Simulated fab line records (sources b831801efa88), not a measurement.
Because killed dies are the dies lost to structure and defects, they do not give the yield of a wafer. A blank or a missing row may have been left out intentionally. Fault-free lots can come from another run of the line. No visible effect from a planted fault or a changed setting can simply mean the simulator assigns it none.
A sampling plan put to the test || flow gf180mcu || 51 faults told of in these records, all on one fab line, each judged by the records of the lots it struck
What counts as the plan is the set of the line's own looks, namely the steps on the route at which a gauge or an inspection reads a wafer and does not change it. Where struck wafers have a number at a look and the file lists that look's usual mean and standard deviation on fault-free wafers, the look can be judged. Caught: the struck wafers' mean, at a look after the fault's first step, is 4 or more of those standard deviations (sigma) away from the usual mean. On the tool: the identical test, applied to the tool's own readings at the steps of the fault. A different recipe on the struck wafers counts as caught too, as does a record blank only for those wafers.

== THE FAULTS, as the simulator had put them in ==
1. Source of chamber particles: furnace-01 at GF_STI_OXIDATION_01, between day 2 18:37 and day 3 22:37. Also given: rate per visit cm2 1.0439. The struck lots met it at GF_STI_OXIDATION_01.
2. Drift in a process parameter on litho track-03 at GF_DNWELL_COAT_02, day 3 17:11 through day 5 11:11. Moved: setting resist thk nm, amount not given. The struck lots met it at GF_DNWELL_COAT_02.
3. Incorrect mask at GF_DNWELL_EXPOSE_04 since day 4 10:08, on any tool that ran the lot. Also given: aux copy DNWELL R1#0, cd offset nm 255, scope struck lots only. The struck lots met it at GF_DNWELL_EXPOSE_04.
4. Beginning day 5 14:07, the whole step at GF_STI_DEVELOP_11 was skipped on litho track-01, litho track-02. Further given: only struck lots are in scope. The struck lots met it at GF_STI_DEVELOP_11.
5. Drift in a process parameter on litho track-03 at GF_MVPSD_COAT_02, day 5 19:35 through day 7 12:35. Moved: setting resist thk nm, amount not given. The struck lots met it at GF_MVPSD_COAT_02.
6. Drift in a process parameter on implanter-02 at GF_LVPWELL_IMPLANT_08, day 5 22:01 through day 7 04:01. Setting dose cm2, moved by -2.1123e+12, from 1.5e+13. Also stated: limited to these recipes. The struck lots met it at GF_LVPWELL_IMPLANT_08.
7. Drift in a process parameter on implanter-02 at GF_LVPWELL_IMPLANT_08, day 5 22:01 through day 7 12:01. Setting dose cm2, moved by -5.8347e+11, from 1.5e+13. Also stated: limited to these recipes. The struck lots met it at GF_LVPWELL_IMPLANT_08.
8. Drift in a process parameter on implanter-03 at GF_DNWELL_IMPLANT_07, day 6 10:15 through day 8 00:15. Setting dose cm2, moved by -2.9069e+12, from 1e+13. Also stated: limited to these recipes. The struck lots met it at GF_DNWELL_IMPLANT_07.
9. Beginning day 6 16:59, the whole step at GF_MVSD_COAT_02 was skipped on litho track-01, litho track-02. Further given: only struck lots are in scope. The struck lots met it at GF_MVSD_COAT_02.
10. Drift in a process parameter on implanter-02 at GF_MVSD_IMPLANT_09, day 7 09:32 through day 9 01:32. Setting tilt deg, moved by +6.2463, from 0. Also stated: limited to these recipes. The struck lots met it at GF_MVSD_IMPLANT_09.
11. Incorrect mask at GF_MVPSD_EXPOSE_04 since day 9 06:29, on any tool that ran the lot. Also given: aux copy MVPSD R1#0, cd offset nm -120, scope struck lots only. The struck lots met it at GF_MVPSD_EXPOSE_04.
12. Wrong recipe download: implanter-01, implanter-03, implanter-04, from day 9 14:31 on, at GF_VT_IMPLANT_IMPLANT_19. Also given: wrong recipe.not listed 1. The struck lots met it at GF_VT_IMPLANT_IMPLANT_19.
13. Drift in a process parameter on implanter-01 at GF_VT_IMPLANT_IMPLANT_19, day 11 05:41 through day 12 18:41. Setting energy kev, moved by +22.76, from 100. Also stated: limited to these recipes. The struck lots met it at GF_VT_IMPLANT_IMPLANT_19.
14. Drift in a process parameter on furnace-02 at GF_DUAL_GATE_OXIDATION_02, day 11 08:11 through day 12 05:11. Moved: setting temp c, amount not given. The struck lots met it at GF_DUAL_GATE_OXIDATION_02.
15. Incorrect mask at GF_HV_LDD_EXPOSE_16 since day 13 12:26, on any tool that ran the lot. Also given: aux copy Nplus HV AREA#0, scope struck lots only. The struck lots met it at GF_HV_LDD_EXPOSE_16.
16. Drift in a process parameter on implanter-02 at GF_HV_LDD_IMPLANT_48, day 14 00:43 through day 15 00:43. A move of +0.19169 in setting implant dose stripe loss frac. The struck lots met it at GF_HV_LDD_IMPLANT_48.
17. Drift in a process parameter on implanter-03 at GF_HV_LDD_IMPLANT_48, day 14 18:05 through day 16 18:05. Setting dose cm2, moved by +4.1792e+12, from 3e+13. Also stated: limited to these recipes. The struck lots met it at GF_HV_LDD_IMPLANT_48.
18. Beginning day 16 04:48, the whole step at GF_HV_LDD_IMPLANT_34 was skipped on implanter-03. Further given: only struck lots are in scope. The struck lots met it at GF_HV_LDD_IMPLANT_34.
19. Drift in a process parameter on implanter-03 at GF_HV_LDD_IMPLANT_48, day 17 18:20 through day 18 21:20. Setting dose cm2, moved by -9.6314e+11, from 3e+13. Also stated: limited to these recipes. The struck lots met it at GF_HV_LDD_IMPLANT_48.
20. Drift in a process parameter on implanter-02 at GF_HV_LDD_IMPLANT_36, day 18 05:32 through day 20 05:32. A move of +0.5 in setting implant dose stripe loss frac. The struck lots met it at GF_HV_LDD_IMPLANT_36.
21. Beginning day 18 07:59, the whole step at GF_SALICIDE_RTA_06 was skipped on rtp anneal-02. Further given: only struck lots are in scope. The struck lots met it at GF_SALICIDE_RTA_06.
22. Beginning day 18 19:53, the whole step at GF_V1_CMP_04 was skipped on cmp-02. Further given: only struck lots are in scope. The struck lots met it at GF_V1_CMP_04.
23. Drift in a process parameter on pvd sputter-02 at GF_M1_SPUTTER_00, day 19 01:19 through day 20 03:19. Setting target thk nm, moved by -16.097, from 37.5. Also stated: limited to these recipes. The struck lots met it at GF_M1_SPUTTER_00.
24. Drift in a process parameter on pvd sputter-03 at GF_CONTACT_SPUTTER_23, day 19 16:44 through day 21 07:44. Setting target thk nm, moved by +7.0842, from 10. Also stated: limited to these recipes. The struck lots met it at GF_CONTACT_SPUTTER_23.
25. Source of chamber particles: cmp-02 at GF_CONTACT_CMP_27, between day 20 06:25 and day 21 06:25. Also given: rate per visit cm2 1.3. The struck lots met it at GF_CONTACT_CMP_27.
26. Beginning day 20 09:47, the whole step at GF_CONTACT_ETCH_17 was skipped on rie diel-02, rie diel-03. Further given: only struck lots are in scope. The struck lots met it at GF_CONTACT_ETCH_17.
27. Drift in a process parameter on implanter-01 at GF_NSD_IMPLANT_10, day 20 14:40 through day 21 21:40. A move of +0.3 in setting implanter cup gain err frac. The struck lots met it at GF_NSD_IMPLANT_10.
28. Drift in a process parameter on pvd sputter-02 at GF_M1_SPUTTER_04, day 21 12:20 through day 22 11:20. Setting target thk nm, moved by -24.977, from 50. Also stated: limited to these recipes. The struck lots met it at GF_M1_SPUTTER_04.
29. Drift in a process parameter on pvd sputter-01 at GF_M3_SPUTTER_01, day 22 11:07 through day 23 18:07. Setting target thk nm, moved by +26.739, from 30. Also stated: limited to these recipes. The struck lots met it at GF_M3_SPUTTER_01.
30. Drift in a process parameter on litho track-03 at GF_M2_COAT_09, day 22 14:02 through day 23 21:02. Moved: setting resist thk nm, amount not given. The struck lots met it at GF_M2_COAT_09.
31. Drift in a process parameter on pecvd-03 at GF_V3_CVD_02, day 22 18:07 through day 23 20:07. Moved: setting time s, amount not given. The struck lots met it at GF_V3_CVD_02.
32. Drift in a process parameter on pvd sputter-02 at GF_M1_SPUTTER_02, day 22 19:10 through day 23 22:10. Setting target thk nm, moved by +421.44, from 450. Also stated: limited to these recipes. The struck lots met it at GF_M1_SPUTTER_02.
33. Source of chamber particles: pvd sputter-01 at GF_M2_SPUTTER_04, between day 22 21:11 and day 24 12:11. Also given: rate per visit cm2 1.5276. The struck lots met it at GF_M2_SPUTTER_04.
34. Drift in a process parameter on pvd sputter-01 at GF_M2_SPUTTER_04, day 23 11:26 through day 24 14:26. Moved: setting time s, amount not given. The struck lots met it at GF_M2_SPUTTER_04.
35. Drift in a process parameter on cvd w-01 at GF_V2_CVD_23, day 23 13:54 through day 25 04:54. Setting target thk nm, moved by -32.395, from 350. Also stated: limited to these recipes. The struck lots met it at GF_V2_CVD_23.
36. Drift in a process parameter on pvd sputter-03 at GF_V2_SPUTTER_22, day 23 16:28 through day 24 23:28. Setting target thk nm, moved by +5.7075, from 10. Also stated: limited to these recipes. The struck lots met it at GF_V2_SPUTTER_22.
37. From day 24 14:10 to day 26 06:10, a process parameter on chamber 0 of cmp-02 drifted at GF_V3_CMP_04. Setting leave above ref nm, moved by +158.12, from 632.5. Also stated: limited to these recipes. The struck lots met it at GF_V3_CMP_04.
38. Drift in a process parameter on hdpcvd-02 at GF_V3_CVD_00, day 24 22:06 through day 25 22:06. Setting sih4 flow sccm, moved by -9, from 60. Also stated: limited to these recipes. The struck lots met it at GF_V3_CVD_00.
39. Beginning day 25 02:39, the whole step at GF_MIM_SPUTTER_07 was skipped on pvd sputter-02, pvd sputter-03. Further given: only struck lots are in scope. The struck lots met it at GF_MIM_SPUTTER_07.
40. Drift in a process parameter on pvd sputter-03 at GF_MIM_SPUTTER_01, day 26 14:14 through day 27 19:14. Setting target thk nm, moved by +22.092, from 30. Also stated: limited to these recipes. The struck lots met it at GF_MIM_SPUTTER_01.
41. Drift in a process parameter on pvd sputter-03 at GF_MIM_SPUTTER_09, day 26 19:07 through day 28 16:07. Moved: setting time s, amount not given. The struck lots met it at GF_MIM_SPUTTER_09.
42. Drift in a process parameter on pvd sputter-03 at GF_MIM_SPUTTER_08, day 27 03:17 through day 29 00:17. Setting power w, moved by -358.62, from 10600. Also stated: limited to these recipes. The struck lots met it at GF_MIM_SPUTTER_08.
43. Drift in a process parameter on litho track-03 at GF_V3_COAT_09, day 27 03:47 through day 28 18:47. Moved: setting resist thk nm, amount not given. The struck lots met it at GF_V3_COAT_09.
44. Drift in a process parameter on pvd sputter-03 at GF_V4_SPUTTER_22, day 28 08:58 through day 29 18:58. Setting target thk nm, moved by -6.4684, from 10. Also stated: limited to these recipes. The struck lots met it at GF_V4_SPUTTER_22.
45. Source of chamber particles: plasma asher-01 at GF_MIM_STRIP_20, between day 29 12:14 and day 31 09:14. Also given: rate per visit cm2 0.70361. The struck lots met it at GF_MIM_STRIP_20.
46. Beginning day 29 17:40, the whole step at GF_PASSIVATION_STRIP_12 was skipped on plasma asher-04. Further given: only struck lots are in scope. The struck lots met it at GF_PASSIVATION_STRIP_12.
47. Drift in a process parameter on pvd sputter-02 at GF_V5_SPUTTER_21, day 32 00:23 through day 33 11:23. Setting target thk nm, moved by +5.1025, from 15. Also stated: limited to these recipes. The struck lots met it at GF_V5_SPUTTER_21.
48. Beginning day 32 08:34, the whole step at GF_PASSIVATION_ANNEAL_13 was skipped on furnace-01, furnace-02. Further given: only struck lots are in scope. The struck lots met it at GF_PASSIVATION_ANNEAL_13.
49. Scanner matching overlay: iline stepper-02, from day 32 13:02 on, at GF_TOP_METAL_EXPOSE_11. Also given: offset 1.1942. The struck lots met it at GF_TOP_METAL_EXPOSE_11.
50. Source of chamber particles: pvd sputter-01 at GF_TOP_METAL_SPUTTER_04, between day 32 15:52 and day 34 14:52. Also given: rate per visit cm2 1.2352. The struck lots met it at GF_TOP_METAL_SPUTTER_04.
51. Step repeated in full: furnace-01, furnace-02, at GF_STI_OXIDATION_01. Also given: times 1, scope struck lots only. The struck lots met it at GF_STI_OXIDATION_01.

== WHAT THE PLAN SAW ==
{"fault": 1, "on the tool itself": "under 2 sigma", "first look that catches it": "none of the 6 looks that can be judged after it", "reading, sigma": "-", "median hours from its first step to that look": "-", "hours from the fault's start to the first struck lot there": "-", "judged looks passed uncaught": 6}
{"fault": 2, "on the tool itself": "under 2 sigma", "first look that catches it": "GF_NWELL_TW_MEAS_11", "reading, sigma": "NWELL_TW +8.3", "median hours from its first step to that look": 21.6, "hours from the fault's start to the first struck lot there": 25, "judged looks passed uncaught": 0}
{"fault": 3, "on the tool itself": "no reading that can be judged", "first look that catches it": "no look after it can be judged", "reading, sigma": "-", "median hours from its first step to that look": "-", "hours from the fault's start to the first struck lot there": "-", "judged looks passed uncaught": 0}
{"fault": 4, "on the tool itself": "no reading that can be judged", "first look that catches it": "no look after it can be judged", "reading, sigma": "-", "median hours from its first step to that look": "-", "hours from the fault's start to the first struck lot there": "-", "judged looks passed uncaught": 0}
{"fault": 5, "on the tool itself": "under 2 sigma", "first look that catches it": "no look after it can be judged", "reading, sigma": "-", "median hours from its first step to that look": "-", "hours from the fault's start to the first struck lot there": "-", "judged looks passed uncaught": 0}
{"fault": 6, "on the tool itself": "dose ions cm2 -99 or beyond sigma", "first look that catches it": "GF_VT_IMPLANT_RS_MEAS_48", "reading, sigma": "LVPWELL_RS +35", "median hours from its first step to that look": 102.5, "hours from the fault's start to the first struck lot there": 104, "judged looks passed uncaught": 1}
{"fault": 7, "on the tool itself": "dose ions cm2 -38 sigma", "first look that catches it": "GF_VT_IMPLANT_RS_MEAS_48", "reading, sigma": "LVPWELL_RS +8.7", "median hours from its first step to that look": 101.3, "hours from the fault's start to the first struck lot there": 104, "judged looks passed uncaught": 0}
{"fault": 8, "on the tool itself": "dose ions cm2 -99 or beyond sigma", "first look that catches it": "GF_DNWELL_TW_MEAS_09", "reading, sigma": "DNWELL_TW -10", "median hours from its first step to that look": 0.2, "hours from the fault's start to the first struck lot there": 3, "judged looks passed uncaught": 0}
{"fault": 9, "on the tool itself": "the tool's record is blank for the struck wafers", "first look that catches it": "GF_MVPSD_TW_MEAS_11", "reading, sigma": "MVPSD_TW +99 or beyond", "median hours from its first step to that look": 24.6, "hours from the fault's start to the first struck lot there": 26, "judged looks passed uncaught": 0}
{"fault": 10, "on the tool itself": "tilt deg +99 or beyond sigma", "first look that catches it": "no look after it can be judged", "reading, sigma": "-", "median hours from its first step to that look": "-", "hours from the fault's start to the first struck lot there": "-", "judged looks passed uncaught": 0}
{"fault": 11, "on the tool itself": "no reading that can be judged", "first look that catches it": "none of the 2 looks that can be judged after it", "reading, sigma": "-", "median hours from its first step to that look": "-", "hours from the fault's start to the first struck lot there": "-", "judged looks passed uncaught": 2}
{"fault": 12, "on the tool itself": "under 2 sigma", "first look that catches it": "GF_VT_IMPLANT_TW_MEAS_21", "reading, sigma": "VT_IMPLANT_2_TW -27", "median hours from its first step to that look": 0.2, "hours from the fault's start to the first struck lot there": 5, "judged looks passed uncaught": 0}
{"fault": 13, "on the tool itself": "beam energy keV +99 or beyond sigma", "first look that catches it": "none of the 2 looks that can be judged after it", "reading, sigma": "strongest: VT_IMPLANT_2_TW at GF_VT_IMPLANT_TW_MEAS_21, +3.6", "median hours from its first step to that look": "-", "hours from the fault's start to the first struck lot there": "-", "judged looks passed uncaught": 2}
{"fault": 14, "on the tool itself": "tube center temp C +99 or beyond sigma", "first look that catches it": "GF_DUAL_GATE_THK_MEAS_03", "reading, sigma": "DUAL_GATE_OXIDATION_00_THK +8.2", "median hours from its first step to that look": 1.5, "hours from the fault's start to the first struck lot there": 11, "judged looks passed uncaught": 0}
{"fault": 15, "on the tool itself": "no reading that can be judged", "first look that catches it": "GF_HV_LDD_TW_MEAS_23", "reading, sigma": "HV_LDD_2_TW -61", "median hours from its first step to that look": 10.8, "hours from the fault's start to the first struck lot there": 16, "judged looks passed uncaught": 0}
{"fault": 16, "on the tool itself": "under 2 sigma", "first look that catches it": "none of the 7 looks that can be judged after it", "reading, sigma": "-", "median hours from its first step to that look": "-", "hours from the fault's start to the first struck lot there": "-", "judged looks passed uncaught": 7}
{"fault": 17, "on the tool itself": "dose ions cm2 +99 or beyond sigma", "first look that catches it": "no look after it can be judged", "reading, sigma": "-", "median hours from its first step to that look": "-", "hours from the fault's start to the first struck lot there": "-", "judged looks passed uncaught": 0}
{"fault": 18, "on the tool itself": "the tool's record is blank for the struck wafers", "first look that catches it": "GF_HV_LDD_TW_MEAS_38", "reading, sigma": "HV_LDD_3_TW -7.3", "median hours from its first step to that look": 0.5, "hours from the fault's start to the first struck lot there": 5, "judged looks passed uncaught": 0}
{"fault": 19, "on the tool itself": "dose ions cm2 -30 sigma", "first look that catches it": "no look after it can be judged", "reading, sigma": "-", "median hours from its first step to that look": "-", "hours from the fault's start to the first struck lot there": "-", "judged looks passed uncaught": 0}
{"fault": 20, "on the tool itself": "under 2 sigma", "first look that catches it": "none of the 7 looks that can be judged after it", "reading, sigma": "-", "median hours from its first step to that look": "-", "hours from the fault's start to the first struck lot there": "-", "judged looks passed uncaught": 7}
{"fault": 21, "on the tool itself": "the tool's record is blank for the struck wafers", "first look that catches it": "no look after it can be judged", "reading, sigma": "-", "median hours from its first step to that look": "-", "hours from the fault's start to the first struck lot there": "-", "judged looks passed uncaught": 0}
{"fault": 22, "on the tool itself": "the tool's record is blank for the struck wafers", "first look that catches it": "not the one look that can be judged after it", "reading, sigma": "-", "median hours from its first step to that look": "-", "hours from the fault's start to the first struck lot there": "-", "judged looks passed uncaught": 1}
{"fault": 23, "on the tool itself": "under 2 sigma", "first look that catches it": "no look after it can be judged", "reading, sigma": "-", "median hours from its first step to that look": "-", "hours from the fault's start to the first struck lot there": "-", "judged looks passed uncaught": 0}
{"fault": 24, "on the tool itself": "under 2 sigma", "first look that catches it": "no look after it can be judged", "reading, sigma": "-", "median hours from its first step to that look": "-", "hours from the fault's start to the first struck lot there": "-", "judged looks passed uncaught": 0}
{"fault": 25, "on the tool itself": "under 2 sigma", "first look that catches it": "no look after it can be judged", "reading, sigma": "-", "median hours from its first step to that look": "-", "hours from the fault's start to the first struck lot there": "-", "judged looks passed uncaught": 0}
{"fault": 26, "on the tool itself": "the tool's record is blank for the struck wafers", "first look that catches it": "no look after it can be judged", "reading, sigma": "-", "median hours from its first step to that look": "-", "hours from the fault's start to the first struck lot there": "-", "judged looks passed uncaught": 0}
{"fault": 27, "on the tool itself": "faraday current uA +15 sigma", "first look that catches it": "GF_PSD_RS_MEAS_14", "reading, sigma": "NSD_RS +16", "median hours from its first step to that look": 24.1, "hours from the fault's start to the first struck lot there": 34, "judged looks passed uncaught": 0}
{"fault": 28, "on the tool itself": "under 2 sigma", "first look that catches it": "GF_M1_THK_MEAS_06", "reading, sigma": "M1_ALCU_THK +5.0", "median hours from its first step to that look": 0.2, "hours from the fault's start to the first struck lot there": 7, "judged looks passed uncaught": 0}
{"fault": 29, "on the tool itself": "under 2 sigma", "first look that catches it": "no look after it can be judged", "reading, sigma": "-", "median hours from its first step to that look": "-", "hours from the fault's start to the first struck lot there": "-", "judged looks passed uncaught": 0}
{"fault": 30, "on the tool itself": "no reading that can be judged", "first look that catches it": "no look after it can be judged", "reading, sigma": "-", "median hours from its first step to that look": "-", "hours from the fault's start to the first struck lot there": "-", "judged looks passed uncaught": 0}
{"fault": 31, "on the tool itself": "run length s -43 sigma", "first look that catches it": "GF_V3_THK_MEAS_03", "reading, sigma": "V3_CVD_02_THK -16", "median hours from its first step to that look": 0.1, "hours from the fault's start to the first struck lot there": 13, "judged looks passed uncaught": 0}
{"fault": 32, "on the tool itself": "under 2 sigma", "first look that catches it": "GF_M1_RS_MEAS_05", "reading, sigma": "M1_ALCU_RS -57", "median hours from its first step to that look": 0.1, "hours from the fault's start to the first struck lot there": 6, "judged looks passed uncaught": 0}
{"fault": 33, "on the tool itself": "under 2 sigma", "first look that catches it": "no look after it can be judged", "reading, sigma": "-", "median hours from its first step to that look": "-", "hours from the fault's start to the first struck lot there": "-", "judged looks passed uncaught": 0}
{"fault": 34, "on the tool itself": "under 2 sigma", "first look that catches it": "none of the 7 looks that can be judged after it", "reading, sigma": "strongest: M2_ALCU_THK at GF_M2_THK_MEAS_06, +2.4", "median hours from its first step to that look": "-", "hours from the fault's start to the first struck lot there": "-", "judged looks passed uncaught": 7}
{"fault": 35, "on the tool itself": "under 2 sigma", "first look that catches it": "GF_V2_RS_MEAS_24", "reading, sigma": "V2_W_RS +6.8", "median hours from its first step to that look": 0.2, "hours from the fault's start to the first struck lot there": 4, "judged looks passed uncaught": 0}
{"fault": 36, "on the tool itself": "under 2 sigma", "first look that catches it": "no look after it can be judged", "reading, sigma": "-", "median hours from its first step to that look": "-", "hours from the fault's start to the first struck lot there": "-", "judged looks passed uncaught": 0}
{"fault": 37, "on the tool itself": "time to endpoint s -9.5 sigma", "first look that catches it": "no look after it can be judged", "reading, sigma": "-", "median hours from its first step to that look": "-", "hours from the fault's start to the first struck lot there": "-", "judged looks passed uncaught": 0}
{"fault": 38, "on the tool itself": "sih4 flow sccm -59 sigma", "first look that catches it": "GF_V3_THK_MEAS_01", "reading, sigma": "V3_CVD_00_THK -17", "median hours from its first step to that look": 0.1, "hours from the fault's start to the first struck lot there": 12, "judged looks passed uncaught": 0}
{"fault": 39, "on the tool itself": "the tool's record is blank for the struck wafers", "first look that catches it": "no look after it can be judged", "reading, sigma": "-", "median hours from its first step to that look": "-", "hours from the fault's start to the first struck lot there": "-", "judged looks passed uncaught": 0}
{"fault": 40, "on the tool itself": "under 2 sigma", "first look that catches it": "no look after it can be judged", "reading, sigma": "-", "median hours from its first step to that look": "-", "hours from the fault's start to the first struck lot there": "-", "judged looks passed uncaught": 0}
{"fault": 41, "on the tool itself": "under 2 sigma", "first look that catches it": "no look after it can be judged", "reading, sigma": "-", "median hours from its first step to that look": "-", "hours from the fault's start to the first struck lot there": "-", "judged looks passed uncaught": 0}
{"fault": 42, "on the tool itself": "cathode dc power W -99 or beyond sigma", "first look that catches it": "none of the 2 looks that can be judged after it", "reading, sigma": "strongest: MIM_ALCU_RS at GF_MIM_RS_MEAS_10, +3.5", "median hours from its first step to that look": "-", "hours from the fault's start to the first struck lot there": "-", "judged looks passed uncaught": 2}
{"fault": 43, "on the tool itself": "no reading that can be judged", "first look that catches it": "not the one look that can be judged after it", "reading, sigma": "-", "median hours from its first step to that look": "-", "hours from the fault's start to the first struck lot there": "-", "judged looks passed uncaught": 1}
{"fault": 44, "on the tool itself": "under 2 sigma", "first look that catches it": "no look after it can be judged", "reading, sigma": "-", "median hours from its first step to that look": "-", "hours from the fault's start to the first struck lot there": "-", "judged looks passed uncaught": 0}
{"fault": 45, "on the tool itself": "under 2 sigma", "first look that catches it": "no look after it can be judged", "reading, sigma": "-", "median hours from its first step to that look": "-", "hours from the fault's start to the first struck lot there": "-", "judged looks passed uncaught": 0}
{"fault": 46, "on the tool itself": "the tool's record is blank for the struck wafers", "first look that catches it": "no look after it can be judged", "reading, sigma": "-", "median hours from its first step to that look": "-", "hours from the fault's start to the first struck lot there": "-", "judged looks passed uncaught": 0}
{"fault": 47, "on the tool itself": "under 2 sigma", "first look that catches it": "no look after it can be judged", "reading, sigma": "-", "median hours from its first step to that look": "-", "hours from the fault's start to the first struck lot there": "-", "judged looks passed uncaught": 0}
{"fault": 48, "on the tool itself": "the tool's record is blank for the struck wafers", "first look that catches it": "GF_PASSIVATION_BOW_MEAS_14", "reading, sigma": "PASSIVATION_BOW +6.7", "median hours from its first step to that look": 1.5, "hours from the fault's start to the first struck lot there": 4, "judged looks passed uncaught": 0}
{"fault": 49, "on the tool itself": "no reading that can be judged", "first look that catches it": "no look after it can be judged", "reading, sigma": "-", "median hours from its first step to that look": "-", "hours from the fault's start to the first struck lot there": "-", "judged looks passed uncaught": 0}
{"fault": 50, "on the tool itself": "under 2 sigma", "first look that catches it": "no look after it can be judged", "reading, sigma": "-", "median hours from its first step to that look": "-", "hours from the fault's start to the first struck lot there": "-", "judged looks passed uncaught": 0}
{"fault": 51, "on the tool itself": "under 2 sigma", "first look that catches it": "GF_STI_THK_MEAS_02", "reading, sigma": "STI_OXIDATION_THK +35", "median hours from its first step to that look": 3.4, "hours from the fault's start to the first struck lot there": "-", "judged looks passed uncaught": 0}
A dash: this means the fault isn't caught or the number doesn't appear in these records.

Caught at a look: 17 of 51. Caught on the tool: 21 of 51. By one or the other: 28 of 51.
Faults caught by the tool alone: 10, 13, 17, 19, 21, 22, 26, 37, 39, 42, 46.
Caught at a look alone: faults 2, 12, 15, 28, 32, 35, 51.
Caught by neither: faults 1, 3, 4, 5, 11, 16, 20, 23, 24, 25, 29, 30, 33, 34, 36, 40, 41, 43, 44, 45, 47, 49, 50.

== THINNER SAMPLING ==
Were the look that catches a fault to measure just every second or every third lot (counted by lot number), the first struck lot would, at worst, be measured this late:
{"fault": 2, "struck lots at that look, in order of time": "L570, L574", "every lot": "25 h", "every second lot": "may miss all 2", "every third lot": "may miss all 2"}
{"fault": 6, "struck lots at that look, in order of time": "L894, L897, L898", "every lot": "104 h", "every second lot": "120 h", "every third lot": "may miss all 3"}
{"fault": 7, "struck lots at that look, in order of time": "L420, L423", "every lot": "104 h", "every second lot": "120 h", "every third lot": "may miss all 2"}
{"fault": 8, "struck lots at that look, in order of time": "L764, L765, L766", "every lot": "3 h", "every second lot": "6 h", "every third lot": "15 h"}
{"fault": 9, "struck lots at that look, in order of time": "L374, L375", "every lot": "26 h", "every second lot": "31 h", "every third lot": "may miss all 2"}
{"fault": 12, "struck lots at that look, in order of time": "L662, L663, L664", "every lot": "5 h", "every second lot": "14 h", "every third lot": "15 h"}
{"fault": 14, "struck lots at that look, in order of time": "L212, L213, L214", "every lot": "11 h", "every second lot": "12 h", "every third lot": "20 h"}
{"fault": 15, "struck lots at that look, in order of time": "L498", "every lot": "16 h", "every second lot": "may miss it", "every third lot": "may miss it"}
{"fault": 18, "struck lots at that look, in order of time": "L837, L838", "every lot": "5 h", "every second lot": "9 h", "every third lot": "may miss all 2"}
{"fault": 27, "struck lots at that look, in order of time": "L931, L932", "every lot": "34 h", "every second lot": "43 h", "every third lot": "may miss all 2"}
{"fault": 28, "struck lots at that look, in order of time": "L107, L108", "every lot": "7 h", "every second lot": "14 h", "every third lot": "may miss all 2"}
{"fault": 31, "struck lots at that look, in order of time": "L844, L845", "every lot": "13 h", "every second lot": "21 h", "every third lot": "may miss all 2"}
{"fault": 32, "struck lots at that look, in order of time": "L314, L316", "every lot": "6 h", "every second lot": "may miss all 2", "every third lot": "may miss all 2"}
{"fault": 35, "struck lots at that look, in order of time": "L384, L386", "every lot": "4 h", "every second lot": "may miss all 2", "every third lot": "may miss all 2"}
{"fault": 38, "struck lots at that look, in order of time": "L326, L327", "every lot": "12 h", "every second lot": "17 h", "every third lot": "may miss all 2"}
{"fault": 48, "struck lots at that look, in order of time": "L293, L294, L295", "every lot": "4 h", "every second lot": "13 h", "every third lot": "18 h"}
Hours: fault start to first struck lot measured. Since the struck wafers were tested as one group against 4 sigma, a single lot by itself may lie under the limit. Other struck lots may not be in these records.

== THE LONGEST TIMED WAY FROM STEP TO LOOK ==
Fault 6: median gap of 102.5 hours between GF_LVPWELL_IMPLANT_08 and GF_VT_IMPLANT_RS_MEAS_48. The look between them that can be judged stayed within 4 sigma: GF_LVPWELL_TW_MEAS_11.
